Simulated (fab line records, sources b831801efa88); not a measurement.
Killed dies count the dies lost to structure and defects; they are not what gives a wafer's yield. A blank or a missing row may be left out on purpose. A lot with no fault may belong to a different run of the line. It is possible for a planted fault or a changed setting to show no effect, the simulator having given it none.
Comparing a struck lot with a sound one / flow sky130 / 43 out of 708 route steps
Sound: these wafers, L201.1, L201.5, L201.6. Wafers struck: L207.1, L207.2, L207.5. The cause comes at the end.
At each step with rows: each side's tool, then ch and its chambers, then its first start. Under that, the readings that differ: sound wafers / struck wafers / difference of the means / sigmas: that difference in standard deviations of wafers without a fault.
alike: same words and numbers on both sides, and readings whose means sit less than 2 such deviations apart. not compared: any withheld reading, any reading some wafer has no value for, any bound like >300 that may hide the same value, and any number with overlapping values for which the record gives no deviation.
A row with sigmas, a row that says differs or no value, or rows on one side alone: a step with any of these is where the two part. When numbers do not overlap yet have no deviation, they are printed without sigmas and do not part them. A reading that every wafer of one side lacks parts them only if that side has two wafers or more.

first, 9 steps without rows for these wafers: SKY_CAPM_CLEAN_17 (cleans in O3/DIW); SKY_METAL3_DEHYDRATE_05 (time 60 s); SKY_METAL3_HMDS_06 (prime time 60 s); SKY_METAL3_COAT_07 (resist thk 60 nm); SKY_METAL3_COAT_08 (resist thk 1140 nm); SKY_METAL3_SOFTBAKE_09 (time 90 s); SKY_METAL3_EXPOSE_10 (exposes mask MM3, target cd 300 nm); SKY_METAL3_PEB_11; SKY_METAL3_DEVELOP_12 (develop time 60 s).
SKY_METAL3_CD_MEAS_13 targets a cd of 300 nm.
  struck on cd-sem-02, day 42 14:20; sound on cd-sem-01, day 40 15:00
  alike: cd-nm
SKY_METAL3_OVL_MEAS_14:
  struck on overlay-01, day 42 14:27; sound on overlay-02, day 40 15:07
  alike: METAL3_OVL
then, 1 step without rows for these wafers: SKY_METAL3_DESCUM_15 (chemistry O2, time 8 s).
SKY_METAL3_ETCH_16: etches BARC in N2/H2, stops on SiO2, time 88.2 s, target depth 60 nm.
  sound on rie-metal-01 ch 0,1, day 40 15:11; struck on rie-metal-02 ch 1, day 42 14:33
  alike: drypump-motor-current-A, oes-product-au, rf-fwd-power-W, throttle-valve-pct
  not compared: rf-hours-counter-h
SKY_METAL3_ETCH_17: etches SiO2 in C4F8/O2/Ar, stops on TiN, time 3.9 s, target depth 15 nm.
  sound on rie-diel-01 ch 1,2,3, day 40 15:17; struck on rie-diel-01 ch 0,2,3, day 42 14:45
  alike: oes-product-au, rf-fwd-power-W
  not compared: rf-hours-counter-h
SKY_METAL3_METAL_ETCH_18: etches the open film in Cl2/BCl3, stops on SiO2, target depth 845 nm, time 183.1 s.
  sound on rie-metal-03 ch 0,1, day 40 15:18; struck on rie-metal-03 ch 0,1, day 42 14:46
  alike: drypump-motor-current-A, oes-product-au, rf-fwd-power-W, throttle-valve-pct
  not compared: rf-hours-counter-h
then, 5 steps without rows for these wafers: SKY_METAL3_STRIP_19 (strips in O2/N2); SKY_METAL3_STRIP_20 (strips in post etch residue remover, time 1200 s); SKY_METAL3_CLEAN_21 (cleans in IPA, time 180 s); SKY_METAL3_CLEAN_22 (cleans in O3/DIW); SKY_VIA3_HDPCVD_00 (deposits SiO2, target thk 1635 nm, time 272.5 s).
SKY_VIA3_THK_MEAS_01:
  struck on film-metro-01, day 42 15:43; sound on film-metro-01, day 40 16:15
  alike: VIA3_HDPCVD_THK
then, 1 step without rows for these wafers: SKY_VIA3_CMP_02 (polishes SiO2).
SKY_VIA3_BOW_MEAS_03:
  struck on film-metro-02, day 42 16:04; sound on film-metro-02, day 40 16:37
  alike: VIA3_BOW
then, 8 steps without rows for these wafers: SKY_VIA3_DEHYDRATE_04 (time 60 s); SKY_VIA3_HMDS_05 (prime time 60 s); SKY_VIA3_COAT_06 (resist thk 60 nm); SKY_VIA3_COAT_07 (resist thk 450 nm); SKY_VIA3_SOFTBAKE_08 (time 90 s); SKY_VIA3_EXPOSE_09 (exposes mask VIM3, target cd 200 nm); SKY_VIA3_PEB_10; SKY_VIA3_DEVELOP_11 (develop time 60 s).
SKY_VIA3_CD_MEAS_12 targets a cd of 200 nm.
  struck on cd-sem-01, day 43 15:07; sound on cd-sem-02, day 41 16:14
  alike: cd-nm
SKY_VIA3_OVL_MEAS_13:
  struck on overlay-02, day 43 15:14; sound on overlay-02, day 41 16:21
  alike: VIA3_OVL
then, 1 step without rows for these wafers: SKY_VIA3_ETCH_14 (etches BARC in N2/H2, stops on SiO2, time 45.9 s, target depth 60 nm).
SKY_VIA3_ETCH_15: etches SiO2 in C4F8/O2/Ar, stops on TiN, target depth 507 nm, time 78 s.
  sound on rie-diel-02 ch 0,1, day 41 16:26; struck on rie-diel-01 ch 0,1,3, day 43 15:19
  alike: oes-product-au, rf-fwd-power-W
  not compared: rf-hours-counter-h
SKY_VIA3_STRIP_16: strips in O2/N2.
  sound on plasma-asher-04 ch 0,1, day 41 16:29; struck on plasma-asher-04 ch 0,1, day 43 15:23
  alike: drypump-motor-current-A, oes-product-au, strip-time-to-endpoint-s
  not compared: rf-hours-counter-h
then, 3 steps without rows for these wafers: SKY_VIA3_STRIP_17 (strips in post etch residue remover, time 1200 s); SKY_VIA3_CLEAN_18 (cleans in IPA, time 180 s); SKY_VIA3_CLEAN_19 (cleans in O3/DIW).
SKY_VIA3_SPUTTER_20: material TiN, target thk 20 nm, time 80 s.
  struck on pvd-sputter-02, day 43 16:25; sound on pvd-sputter-02, day 41 17:08
  alike: throttle-valve-pct
then, 1 step without rows for these wafers: SKY_VIA3_CVD_21 (deposits W, target thk 390 nm, time 117.31 s).
SKY_VIA3_RS_MEAS_22: uses a four-point probe to measure.
  struck on film-metro-01, day 43 16:36; sound on film-metro-04, day 41 17:19
  alike: VIA3_W_RS
-- the record jumps here: 5 days lie between the struck wafers' starts before and after (it left off in module VIA3 and takes up again in module PAD_OPEN, whose first step shown is number 708 of the route) --
SKY_PAD_OPEN_PROBE_99:
  struck on prober-01, day 49 02:17; sound on prober-01, day 47 12:51
reading=killed-on-rim; sound=13 20 13; struck=23 24 26; difference=+9; sigmas=+2
reading=sort_bin_5_function (%); sound=10.6 12.8 10.2; struck=11.8 15.4 15.4; difference=+3.0; sigmas=+2
  alike: defect-limited-yield, killed_at_M0_to_M3, killed_at_M4_up, killed-at-contacts, killed-at-front-end, killed-at-other, killed-dies, killed-open, killed-short, sort_bin_3_pad_short, sort_bin_6_memory, sort-n-pass, sort-yield-pct
  not compared: model.etest.tester.sort-n-pass, model.etest.tester.sort-yield-pct, model.etest.tester.sort_bin_5_pct, model.etest.tester.sort_bin_3_pct

## WHERE THEY PART
Only at SKY_PAD_OPEN_PROBE_99, as far as this record shows.

WHY: the cause the simulator had injected
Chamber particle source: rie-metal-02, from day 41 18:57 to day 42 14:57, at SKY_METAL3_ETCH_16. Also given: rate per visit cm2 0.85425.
